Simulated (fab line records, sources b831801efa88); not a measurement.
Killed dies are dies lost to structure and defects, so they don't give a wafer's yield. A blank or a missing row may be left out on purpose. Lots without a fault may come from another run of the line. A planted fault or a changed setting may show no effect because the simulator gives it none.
Which tool did it? | flow sky130 | 11 lots, 33 wafers sampled, at 1 step of a route of 708

WHAT THE GAUGES READ, wafer by wafer
SKY_SONOS_ONO_CD_MEAS_13: target cd 410 nm.
lot  | measured     | on        | cd_nm (nm)
L140 | day 13 06:43 | cd_sem-01 | 409.4 411.2 409.6
L139 | day 13 07:17 | cd_sem-01 | 410.0 406.0 410.6
L143 | day 15 03:11 | cd_sem-02 | 407.5 410.8 409.1
L144 | day 15 04:38 | cd_sem-02 | 405.5 405.9 406.2
L146 | day 15 12:53 | cd_sem-02 | 410.6 411.7 408.7
L147 | day 15 18:05 | cd_sem-02 | 409.0 410.9 412.4
L148 | day 16 04:05 | cd_sem-01 | 411.3 408.9 409.6
L150 | day 16 19:01 | cd_sem-02 | 409.9 410.1 408.8
L157 | day 19 11:50 | cd_sem-02 | 408.1 407.1 410.1
L159 | day 20 00:34 | cd_sem-02 | 413.3 410.9 413.4
L160 | day 20 10:31 | cd_sem-02 | 410.7 410.7 411.2

WHICH TOOL RAN EACH LOT (tool, then ch and the chambers of the sampled wafers, then the start)
The record holds no process step before these readings.

THE ANSWER, worked out from the rows above alone
Rule: what is usual is taken from the lots themselves. Put in order of their means at a reading, lots are off if they are a third of the lots or fewer, leave a main group of 4 or more, and stand apart from it by a gap of 3 or more times the standard deviation of the main group's means; of several such gaps the widest counts. A main group whose means are all the same, to the digits that the tables above print for the reading, isn't used. A lot without any number at a reading at which 4 lots or more have one is off too. The other lots that the step has rows for count as sound.
No lot is off at any reading shown: from this, nothing can be told.

WHAT THE SIMULATOR HAD PUT IN
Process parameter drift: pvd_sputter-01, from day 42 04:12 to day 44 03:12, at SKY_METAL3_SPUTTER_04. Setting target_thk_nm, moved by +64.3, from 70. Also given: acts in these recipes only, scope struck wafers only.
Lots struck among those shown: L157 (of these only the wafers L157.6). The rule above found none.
